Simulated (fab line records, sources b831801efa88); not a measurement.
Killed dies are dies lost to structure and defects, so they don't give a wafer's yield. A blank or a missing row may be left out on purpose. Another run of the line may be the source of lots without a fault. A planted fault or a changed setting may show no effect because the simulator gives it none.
Which of the tools did it? || flow gf180mcu || 36 wafers from 12 lots sampled at 4 of the route's 602 steps

WHAT THE GAUGES SHOWED, per wafer
GF_MVSD_TW_MEAS_11. Usual: MVSD_TW typically reads 1585, with standard deviation 18.
{"lot": "L562", "measured": "day 4 08:35", "on": "film metro-03", "MVSD_TW": "1556 1559 1570", "flag": ""}
{"lot": "L563", "measured": "day 4 21:29", "on": "film metro-03", "MVSD_TW": "1561 1567 1566", "flag": ""}
{"lot": "L569", "measured": "day 6 07:45", "on": "film metro-02", "MVSD_TW": "1584 1581 1587", "flag": ""}
{"lot": "L570", "measured": "day 6 10:46", "on": "film metro-01", "MVSD_TW": "1599 1605 1612", "flag": ""}
{"lot": "L572", "measured": "day 6 23:06", "on": "film metro-01", "MVSD_TW": "1611 1607 1609", "flag": ""}
{"lot": "L573", "measured": "day 7 05:09", "on": "film metro-02", "MVSD_TW": "1584 1577 1586", "flag": ""}
{"lot": "L574", "measured": "day 7 10:42", "on": "film metro-03", "MVSD_TW": "1548 1560 1549", "flag": ""}
{"lot": "L575", "measured": "day 7 15:11", "on": "film metro-02", "MVSD_TW": "1581 1583 1578", "flag": ""}
{"lot": "L578", "measured": "day 8 07:50", "on": "film metro-01", "MVSD_TW": "30 30 30 30 30 30", "flag": "OFF"}
{"lot": "L579", "measured": "day 8 12:18", "on": "film metro-01", "MVSD_TW": "30 30 30 30 30 30", "flag": "OFF"}
{"lot": "L580", "measured": "day 8 19:24", "on": "film metro-01", "MVSD_TW": "30 30 30 30 30 30", "flag": "OFF"}
{"lot": "L585", "measured": "day 9 22:20", "on": "film metro-01", "MVSD_TW": "1587 1603 1603", "flag": ""}

GF_CONTACT_CD_MEAS_14 targets a cd of 220 nm. Usual: cd nm reads 219.9 nm (standard deviation 1.8).
{"lot": "L562", "measured": "day 16 00:17", "on": "cd sem-01", "cd nm (nm)": "222.8 223.4 221.6", "flag": ""}
{"lot": "L563", "measured": "day 17 02:25", "on": "cd sem-01", "cd nm (nm)": "219.0 221.9 219.7", "flag": ""}
{"lot": "L569", "measured": "day 18 23:50", "on": "cd sem-01", "cd nm (nm)": "220.2 218.5 220.2", "flag": ""}
{"lot": "L570", "measured": "day 19 08:31", "on": "cd sem-02", "cd nm (nm)": "219.1 218.6 218.3", "flag": ""}
{"lot": "L572", "measured": "day 19 23:05", "on": "cd sem-01", "cd nm (nm)": "219.2 220.2 221.4", "flag": ""}
{"lot": "L573", "measured": "day 20 09:35", "on": "cd sem-01", "cd nm (nm)": "221.6 223.0 221.2", "flag": ""}
{"lot": "L574", "measured": "day 20 12:26", "on": "cd sem-01", "cd nm (nm)": "222.3 221.0 221.6", "flag": ""}
{"lot": "L575", "measured": "day 20 20:55", "on": "cd sem-01", "cd nm (nm)": "220.6 218.5 220.2", "flag": ""}
{"lot": "L585", "measured": "day 24 03:35", "on": "cd sem-02", "cd nm (nm)": "221.4 221.7 221.8", "flag": ""}

WHAT TOOL EACH LOT RAN ON (gives the tool, then ch and the chambers of the sampled wafers, and finally the start)
{"lot": "L562", "GF_LVPWELL_STRIP_10": "plasma asher-01 ch 0,1, day 3 18:39", "GF_MVSD_STRIP_10": "plasma asher-03 ch 0,1, day 4 08:29"}
{"lot": "L563", "GF_LVPWELL_STRIP_10": "plasma asher-04 ch 0,1, day 4 07:42", "GF_MVSD_STRIP_10": "plasma asher-04 ch 0,1, day 4 21:23"}
{"lot": "L569", "GF_LVPWELL_STRIP_10": "plasma asher-01 ch 0,1, day 5 16:27", "GF_MVSD_STRIP_10": "plasma asher-01 ch 0,1, day 6 07:39"}
{"lot": "L570", "GF_LVPWELL_STRIP_10": "plasma asher-01 ch 0,1, day 5 18:47", "GF_MVSD_STRIP_10": "plasma asher-03 ch 0,1, day 6 10:39"}
{"lot": "L572", "GF_LVPWELL_STRIP_10": "plasma asher-04 ch 0,1, day 6 06:48", "GF_MVSD_STRIP_10": "plasma asher-04 ch 0,1, day 6 23:00"}
{"lot": "L573", "GF_LVPWELL_STRIP_10": "plasma asher-02 ch 0,1, day 6 12:51", "GF_MVSD_STRIP_10": "plasma asher-03 ch 0,1, day 7 05:03"}
{"lot": "L574", "GF_LVPWELL_STRIP_10": "plasma asher-02 ch 0,1, day 6 18:36", "GF_MVSD_STRIP_10": "plasma asher-03 ch 0,1, day 7 10:36"}
{"lot": "L575", "GF_LVPWELL_STRIP_10": "plasma asher-02 ch 1, day 6 23:21", "GF_MVSD_STRIP_10": "plasma asher-01 ch 0, day 7 15:05"}
{"lot": "L578", "GF_LVPWELL_STRIP_10": "plasma asher-01 ch 0,1, day 7 15:29", "GF_MVSD_STRIP_10": "plasma asher-04 ch 0,1, day 8 07:44"}
{"lot": "L579", "GF_LVPWELL_STRIP_10": "plasma asher-02 ch 0,1, day 7 19:32", "GF_MVSD_STRIP_10": "plasma asher-04 ch 0,1, day 8 12:12"}
{"lot": "L580", "GF_LVPWELL_STRIP_10": "plasma asher-02 ch 0,1, day 8 01:53", "GF_MVSD_STRIP_10": "plasma asher-03 ch 0,1, day 8 19:18"}
{"lot": "L585", "GF_LVPWELL_STRIP_10": "plasma asher-01 ch 0,1, day 9 05:18", "GF_MVSD_STRIP_10": "plasma asher-01 ch 0,1, day 9 22:14"}
- GF_LVPWELL_STRIP_10: strips in O2/N2.
- GF_MVSD_STRIP_10: strips in O2/N2.

WHAT THE TOOLS THEMSELVES READ (means of the sampled wafers that have a number; where no wafer has one, the mark that the record gives instead)
GF_LVPWELL_STRIP_10. Usual: chamber pressure mTorr 1499.8 mTorr, standard deviation 1.4; drypump motor current A 5.8 A, standard deviation 0.37; heater power w 330 W, standard deviation 44; oes product au 0.722 a.u., standard deviation 0.0048; strip time to endpoint s 36.98 s, standard deviation 0.11.
{"lot": "L562", "tool": "plasma asher-01", "chamber pressure mTorr (mTorr)": 1500.3, "drypump motor current A (A)": 5.8, "heater power w (W)": 304, "oes product au (a.u.)": 0.720, "strip time to endpoint s (s)": 37.07, "flag": ""}
{"lot": "L563", "tool": "plasma asher-04", "chamber pressure mTorr (mTorr)": 1500.3, "drypump motor current A (A)": 5.3, "heater power w (W)": 388, "oes product au (a.u.)": 0.725, "strip time to endpoint s (s)": 37.02, "flag": ""}
{"lot": "L569", "tool": "plasma asher-01", "chamber pressure mTorr (mTorr)": 1500.0, "drypump motor current A (A)": 5.9, "heater power w (W)": 300, "oes product au (a.u.)": 0.725, "strip time to endpoint s (s)": 36.92, "flag": ""}
{"lot": "L570", "tool": "plasma asher-01", "chamber pressure mTorr (mTorr)": 1499.7, "drypump motor current A (A)": 5.7, "heater power w (W)": 299, "oes product au (a.u.)": 0.723, "strip time to endpoint s (s)": 37.14, "flag": ""}
{"lot": "L572", "tool": "plasma asher-04", "chamber pressure mTorr (mTorr)": 1499.9, "drypump motor current A (A)": 5.3, "heater power w (W)": 398, "oes product au (a.u.)": 0.721, "strip time to endpoint s (s)": 36.84, "flag": ""}
{"lot": "L573", "tool": "plasma asher-02", "chamber pressure mTorr (mTorr)": 1499.7, "drypump motor current A (A)": 6.1, "heater power w (W)": 322, "oes product au (a.u.)": 0.722, "strip time to endpoint s (s)": 37.05, "flag": ""}
{"lot": "L574", "tool": "plasma asher-02", "chamber pressure mTorr (mTorr)": 1500.7, "drypump motor current A (A)": 6.1, "heater power w (W)": 318, "oes product au (a.u.)": 0.720, "strip time to endpoint s (s)": 36.98, "flag": ""}
{"lot": "L575", "tool": "plasma asher-02", "chamber pressure mTorr (mTorr)": 1499.6, "drypump motor current A (A)": 6.2, "heater power w (W)": 331, "oes product au (a.u.)": 0.724, "strip time to endpoint s (s)": 36.95, "flag": ""}
{"lot": "L578", "tool": "plasma asher-01", "chamber pressure mTorr (mTorr)": "-", "drypump motor current A (A)": "-", "heater power w (W)": "-", "oes product au (a.u.)": "-", "strip time to endpoint s (s)": "-", "flag": "OFF"}
{"lot": "L579", "tool": "plasma asher-02", "chamber pressure mTorr (mTorr)": "-", "drypump motor current A (A)": "-", "heater power w (W)": "-", "oes product au (a.u.)": "-", "strip time to endpoint s (s)": "-", "flag": "OFF"}
{"lot": "L580", "tool": "plasma asher-02", "chamber pressure mTorr (mTorr)": "-", "drypump motor current A (A)": "-", "heater power w (W)": "-", "oes product au (a.u.)": "-", "strip time to endpoint s (s)": "-", "flag": "OFF"}
{"lot": "L585", "tool": "plasma asher-01", "chamber pressure mTorr (mTorr)": 1499.1, "drypump motor current A (A)": 5.7, "heater power w (W)": 304, "oes product au (a.u.)": 0.724, "strip time to endpoint s (s)": 36.92, "flag": ""}

GF_MVSD_STRIP_10. Usual: chamber pressure mTorr 1499.7 mTorr, standard deviation 1.2; drypump motor current A 5.7 A, standard deviation 0.45; heater power w 332 W, standard deviation 51; oes product au 0.723 a.u., standard deviation 0.0046; strip time to endpoint s 36.96 s, standard deviation 0.091.
{"lot": "L562", "tool": "plasma asher-03", "chamber pressure mTorr (mTorr)": 1501.4, "drypump motor current A (A)": 6.2, "heater power w (W)": 305, "oes product au (a.u.)": 0.724, "strip time to endpoint s (s)": 37.06, "flag": ""}
{"lot": "L563", "tool": "plasma asher-04", "chamber pressure mTorr (mTorr)": 1499.5, "drypump motor current A (A)": 5.2, "heater power w (W)": 353, "oes product au (a.u.)": 0.722, "strip time to endpoint s (s)": 36.96, "flag": ""}
{"lot": "L569", "tool": "plasma asher-01", "chamber pressure mTorr (mTorr)": 1500.0, "drypump motor current A (A)": 5.8, "heater power w (W)": 300, "oes product au (a.u.)": 0.723, "strip time to endpoint s (s)": 36.95, "flag": ""}
{"lot": "L570", "tool": "plasma asher-03", "chamber pressure mTorr (mTorr)": 1498.7, "drypump motor current A (A)": 6.2, "heater power w (W)": 307, "oes product au (a.u.)": 0.725, "strip time to endpoint s (s)": 36.97, "flag": ""}
{"lot": "L572", "tool": "plasma asher-04", "chamber pressure mTorr (mTorr)": 1498.8, "drypump motor current A (A)": 5.3, "heater power w (W)": 394, "oes product au (a.u.)": 0.722, "strip time to endpoint s (s)": 36.99, "flag": ""}
{"lot": "L573", "tool": "plasma asher-03", "chamber pressure mTorr (mTorr)": 1499.5, "drypump motor current A (A)": 6.2, "heater power w (W)": 312, "oes product au (a.u.)": 0.721, "strip time to endpoint s (s)": 36.82, "flag": ""}
{"lot": "L574", "tool": "plasma asher-03", "chamber pressure mTorr (mTorr)": 1500.0, "drypump motor current A (A)": 5.9, "heater power w (W)": 328, "oes product au (a.u.)": 0.722, "strip time to endpoint s (s)": 36.90, "flag": ""}
{"lot": "L575", "tool": "plasma asher-01", "chamber pressure mTorr (mTorr)": 1499.0, "drypump motor current A (A)": 6.0, "heater power w (W)": 303, "oes product au (a.u.)": 0.724, "strip time to endpoint s (s)": 36.95, "flag": ""}
{"lot": "L578", "tool": "plasma asher-04", "chamber pressure mTorr (mTorr)": 1499.3, "drypump motor current A (A)": 5.3, "heater power w (W)": 388, "oes product au (a.u.)": 0.735, "strip time to endpoint s (s)": 80.96, "flag": "OFF"}
{"lot": "L579", "tool": "plasma asher-04", "chamber pressure mTorr (mTorr)": 1499.6, "drypump motor current A (A)": 5.2, "heater power w (W)": 346, "oes product au (a.u.)": 0.740, "strip time to endpoint s (s)": 81.07, "flag": "OFF"}
{"lot": "L580", "tool": "plasma asher-03", "chamber pressure mTorr (mTorr)": 1499.1, "drypump motor current A (A)": 5.9, "heater power w (W)": 328, "oes product au (a.u.)": 0.741, "strip time to endpoint s (s)": 81.35, "flag": "OFF"}
{"lot": "L585", "tool": "plasma asher-01", "chamber pressure mTorr (mTorr)": 1499.6, "drypump motor current A (A)": 5.7, "heater power w (W)": 301, "oes product au (a.u.)": 0.725, "strip time to endpoint s (s)": 36.92, "flag": ""}

THE ANSWER, worked out from the rows above alone
Rule: a lot counts as off when the mean over its wafers that have a number is more than 3 standard deviations away from the usual mean. A lot without any number at a reading at which 4 lots or more have one is off too. Where the step has rows for the other lots, those lots are counted as sound. First the gauges in route order, then the tools' own readings, where a lot's mean is used as printed above. The first step at which some lot is off is used, and at that step the reading that is off furthest; a lot without a number counts as furthest.
Off: at GF_MVSD_TW_MEAS_11 (MVSD_TW), L578, L579, L580.
A tool fits if, at a process step before that reading, it ran every lot that is off, and no sound lot after the first of them. The gauges at GF_MVSD_TW_MEAS_11 aren't tried: what is off there is off at GF_LVPWELL_STRIP_10 too, on other tools, and a gauge's error can't cause that. No candidate that was tried fits.

WHAT THE SIMULATOR PUT IN
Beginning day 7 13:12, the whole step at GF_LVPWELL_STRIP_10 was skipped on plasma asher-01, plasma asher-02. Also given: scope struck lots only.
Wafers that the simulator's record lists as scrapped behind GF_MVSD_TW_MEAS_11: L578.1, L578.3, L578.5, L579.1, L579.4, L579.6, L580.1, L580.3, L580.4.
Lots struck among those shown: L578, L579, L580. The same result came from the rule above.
